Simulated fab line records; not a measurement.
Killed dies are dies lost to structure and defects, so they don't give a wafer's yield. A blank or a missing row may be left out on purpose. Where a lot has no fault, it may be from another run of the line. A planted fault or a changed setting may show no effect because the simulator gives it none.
What tool caused it? -- flow gf180mcu -- Sampling: 14 lots, 41 wafers, 2 of 602 route steps

WHAT THE GAUGES SHOWED, per wafer
GF_M3_CD_MEAS_14 targets a cd of 280 nm. Usual: 279.8 nm for cd-nm, sd 1.4.
lot,measured,on,cd-nm (nm),flag
L621,day 21 03:53,cd-sem-01,280.1 280.8 280.5,
L622,day 21 16:54,cd-sem-02,282.0 280.5 281.2,
L624,day 22 10:54,cd-sem-02,278.0 277.8 277.7,
L625,day 22 14:19,cd-sem-02,278.6 278.9 279.2,
L626,day 22 22:54,cd-sem-01,278.4 278.6 277.6,
L628,day 23 16:38,cd-sem-02,279.3 280.4 279.7,
L629,day 24 03:39,cd-sem-02,281.0 280.8 282.1,
L630,day 24 10:42,cd-sem-02,281.8 281.8 281.5,
L631,day 24 19:12,cd-sem-01,280.4 279.3 280.3,
L636,day 26 09:10,cd-sem-01,281.1 281.8 280.5,
L637,day 26 12:28,cd-sem-01,280.1 279.0 278.4,
L638,day 27 08:35,cd-sem-01,278.9 279.3,
L644,day 28 21:48,cd-sem-01,279.1 278.9 277.6,
L643,day 29 00:24,cd-sem-01,278.7 280.0 278.4,

EACH LOT AND THE TOOL THAT RAN IT (in order: tool; ch and the chambers of the sampled wafers; start)
lot,GF_SAB_ETCH_11
L621,"rie-diel-01 ch 0,1,3, day 15 01:21"
L622,"rie-diel-01 ch 0,1,3, day 15 11:29"
L624,"rie-diel-02 ch 1,2, day 16 04:05"
L625,"rie-diel-01 ch 0,2, day 16 08:58"
L626,"rie-diel-04 ch 0,1,3, day 16 16:19"
L628,"rie-diel-02 ch 2,3, day 17 09:48"
L629,"rie-diel-04 ch 1,2, day 17 19:43"
L630,"rie-diel-04 ch 0,1,3, day 18 04:33"
L631,"rie-diel-01 ch 0,1,2, day 18 13:48"
L636,"rie-diel-01 ch 0,1,2, day 20 08:41"
L637,"rie-diel-01 ch 0,2,3, day 20 14:14"
L638,"rie-diel-01 ch 0,2, day 21 12:11"
L644,"rie-diel-02 ch 0,1, day 23 06:13"
L643,"rie-diel-04 ch 1,2, day 23 08:02"
- GF_SAB_ETCH_11: etches SiO2 in C4F8/O2/Ar, target depth 55 nm, time 8.5 s.

WHAT THE TOOLS THEMSELVES READ (means of the sampled wafers that have a number; where no wafer has one, the mark that the record gives instead)
GF_SAB_ETCH_11. Usual: 1.002 a.u. for oes-product-au, sd 0.012.
lot,tool,oes-product-au (a.u.),flag
L621,rie-diel-01,1.000,
L622,rie-diel-01,0.999,
L624,rie-diel-02,1.000,
L625,rie-diel-01,1.005,
L626,rie-diel-04,1.016,
L628,rie-diel-02,1.002,
L629,rie-diel-04,1.012,
L630,rie-diel-04,1.018,
L631,rie-diel-01,0.999,
L636,rie-diel-01,1.142,OFF
L637,rie-diel-01,1.135,OFF
L638,rie-diel-01,1.417,OFF
L644,rie-diel-02,0.984,
L643,rie-diel-04,1.012,

THE ANSWER, worked out from the rows above alone
Rule: lot off if the mean of its wafers having a number is beyond 3 standard deviations from the usual mean. Also off: a lot with no number at a reading for which 4 or more lots have one. Any other lot the step has rows for is counted as sound. The gauges are gone through in route order, then the tools' own readings, and for those a lot's mean is taken as printed above. The first step at which some lot is off is used, and at that step the reading that is off furthest; a lot without a number counts as furthest.
Off, at GF_SAB_ETCH_11 on oes-product-au: L636, L637, L638.
If a tool, at that step or one of the process steps before it, ran each lot that is off and ran no sound lot following the first of them, it fits. One fits: GF_SAB_ETCH_11 on rie-diel-01. Its last sound lot is L631 (day 18 13:48), its first lot that is off L636 (day 20 08:41): a fault that began between those two fits.
On the lots that are off, the tool's own readings at GF_SAB_ETCH_11 differ by more than 5 times the standard deviation of the sound lots' means, which bears it out; oes-product-au reads 1.231 a.u. there versus 1.004 a.u. on the sound lots.

WHAT THE SIMULATOR PUT IN
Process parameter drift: rie-diel-01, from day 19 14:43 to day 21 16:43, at GF_SAB_ETCH_11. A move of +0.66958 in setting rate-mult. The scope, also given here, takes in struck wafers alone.
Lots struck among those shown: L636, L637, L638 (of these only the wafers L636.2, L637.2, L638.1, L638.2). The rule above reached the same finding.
